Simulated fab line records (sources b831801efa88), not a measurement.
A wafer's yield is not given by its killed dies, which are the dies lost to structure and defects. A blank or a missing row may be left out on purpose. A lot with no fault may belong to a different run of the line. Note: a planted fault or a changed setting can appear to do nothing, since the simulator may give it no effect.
Split-lot experiment :: flow gf180mcu :: route with 602 steps; 5 lots, 23 wafers read

ON THE SPLIT
At GF_HV_LDD_IMPLANT_21, the setting energy kev was moved away from the recipe's 25 on 4 of the 23 wafers read, by -6.1% to -5.7%. This setting was run at the recipe's value on the other wafers.

The reading comes from the split's own step.

THE READING
implant.drp nm (the simulator's own value, which no gauge read), in nm, at GF_HV_LDD_IMPLANT_21. No usual value for it is given in the file.

wafer: L075.1
tool, chamber at the split: implanter-04, 0
energy kev as run: 25
against the recipe: recipe
implant.drp nm, nm: 11.41
against lot-mates on the recipe: -

wafer: L075.2
tool, chamber at the split: implanter-04, 0
energy kev as run: 25
against the recipe: recipe
implant.drp nm, nm: 11.41
against lot-mates on the recipe: -

wafer: L075.3
tool, chamber at the split: implanter-04, 0
energy kev as run: 25
against the recipe: recipe
implant.drp nm, nm: 11.41
against lot-mates on the recipe: -

wafer: L075.5
tool, chamber at the split: implanter-04, 0
energy kev as run: 25
against the recipe: recipe
implant.drp nm, nm: 11.41
against lot-mates on the recipe: -

wafer: L075.6
tool, chamber at the split: implanter-04, 0
energy kev as run: 25
against the recipe: recipe
implant.drp nm, nm: 11.41
against lot-mates on the recipe: -

wafer: L077.1
tool, chamber at the split: implanter-01, 0
energy kev as run: 25
against the recipe: recipe
implant.drp nm, nm: 11.41
against lot-mates on the recipe: -

wafer: L077.2
tool, chamber at the split: implanter-01, 0
energy kev as run: 25
against the recipe: recipe
implant.drp nm, nm: 11.41
against lot-mates on the recipe: -

wafer: L077.5
tool, chamber at the split: implanter-01, 0
energy kev as run: 25
against the recipe: recipe
implant.drp nm, nm: 11.41
against lot-mates on the recipe: -

wafer: L082.1
tool, chamber at the split: implanter-04, 0
energy kev as run: 23.47
against the recipe: -6.1%
implant.drp nm, nm: 10.91
against lot-mates on the recipe: -0.50

wafer: L082.2
tool, chamber at the split: implanter-04, 0
energy kev as run: 23.47
against the recipe: -6.1%
implant.drp nm, nm: 10.91
against lot-mates on the recipe: -0.50

wafer: L082.4
tool, chamber at the split: implanter-04, 0
energy kev as run: 25
against the recipe: recipe
implant.drp nm, nm: 11.41
against lot-mates on the recipe: -

wafer: L082.5
tool, chamber at the split: implanter-04, 0
energy kev as run: 25
against the recipe: recipe
implant.drp nm, nm: 11.41
against lot-mates on the recipe: -

wafer: L082.6
tool, chamber at the split: implanter-04, 0
energy kev as run: 25
against the recipe: recipe
implant.drp nm, nm: 11.41
against lot-mates on the recipe: -

wafer: L083.1
tool, chamber at the split: implanter-01, 0
energy kev as run: 25
against the recipe: recipe
implant.drp nm, nm: 11.41
against lot-mates on the recipe: -

wafer: L083.2
tool, chamber at the split: implanter-01, 0
energy kev as run: 25
against the recipe: recipe
implant.drp nm, nm: 11.41
against lot-mates on the recipe: -

wafer: L083.3
tool, chamber at the split: implanter-01, 0
energy kev as run: 25
against the recipe: recipe
implant.drp nm, nm: 11.41
against lot-mates on the recipe: -

wafer: L083.5
tool, chamber at the split: implanter-01, 0
energy kev as run: 25
against the recipe: recipe
implant.drp nm, nm: 11.41
against lot-mates on the recipe: -

wafer: L083.6
tool, chamber at the split: implanter-01, 0
energy kev as run: 25
against the recipe: recipe
implant.drp nm, nm: 11.41
against lot-mates on the recipe: -

wafer: L084.1
tool, chamber at the split: implanter-01, 0
energy kev as run: 23.58
against the recipe: -5.7%
implant.drp nm, nm: 10.95
against lot-mates on the recipe: -0.46

wafer: L084.3
tool, chamber at the split: implanter-01, 0
energy kev as run: 23.58
against the recipe: -5.7%
implant.drp nm, nm: 10.95
against lot-mates on the recipe: -0.46

wafer: L084.4
tool, chamber at the split: implanter-01, 0
energy kev as run: 25
against the recipe: recipe
implant.drp nm, nm: 11.41
against lot-mates on the recipe: -

wafer: L084.5
tool, chamber at the split: implanter-01, 0
energy kev as run: 25
against the recipe: recipe
implant.drp nm, nm: 11.41
against lot-mates on the recipe: -

wafer: L084.6
tool, chamber at the split: implanter-01, 0
energy kev as run: 25
against the recipe: recipe
implant.drp nm, nm: 11.41
against lot-mates on the recipe: -

FIT RESULTS
A straight line over all 23 wafers: implant.drp nm changes by +0.0814 nm for each +1% of energy kev; r = +1.00; the points scatter about the line by 0.00092 nm.
The same after taking each lot's own level away (the mean of its wafers on the recipe; 23 wafers): +0.0814 nm for each +1%; r = +1.00; scatter 0.00092 nm.
That fit puts the effect of the largest move of energy kev on the reading at 0.5 nm.
The lots' own levels span 11.410 to 11.410 nm.
Hence the lot-to-lot level has little effect on the slope; both slopes agree.
Check: -0.497 nm against its lot-mates is what the line predicts for one of the wafers moved furthest among these (-6.1%) when that wafer is left out of the fit. It came out at -0.5 nm against them.

ADDITIONAL SPLITS CARRIED BY THESE WAFERS
Other splits were also applied to these wafers ahead of the reading. Each is held against what the fit with the lots' levels taken away leaves over:
other split on the same wafers: GF_HV_LDD_IMPLANT_09 dose cm2
wafers away from the commonest value: 5
r with implant.drp nm (lot level and that fit taken away): +0.17

other split on the same wafers: GF_HV_LDD_DEVELOP_18 develop time s
wafers away from the commonest value: 7
r with implant.drp nm (lot level and that fit taken away): -0.53

THE WHOLE CHAIN: every reading that the file lists as answering this split, in the file's order
step: GF_HV_LDD_IMPLANT_21
what it does: 
reading: implant.rp nm (the simulator's own value, which no gauge read)
change (the file's fit): +0.165 nm for each +1% of the setting
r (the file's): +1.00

step: GF_HV_LDD_IMPLANT_21
what it does: 
reading: implant.drp nm (the simulator's own value, which no gauge read)
change (the file's fit): +0.0812 nm for each +1% of the setting
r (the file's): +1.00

FILE'S OWN FIT
implant.drp nm changes by +0.0812 nm for each +1% of energy kev, r = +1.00.
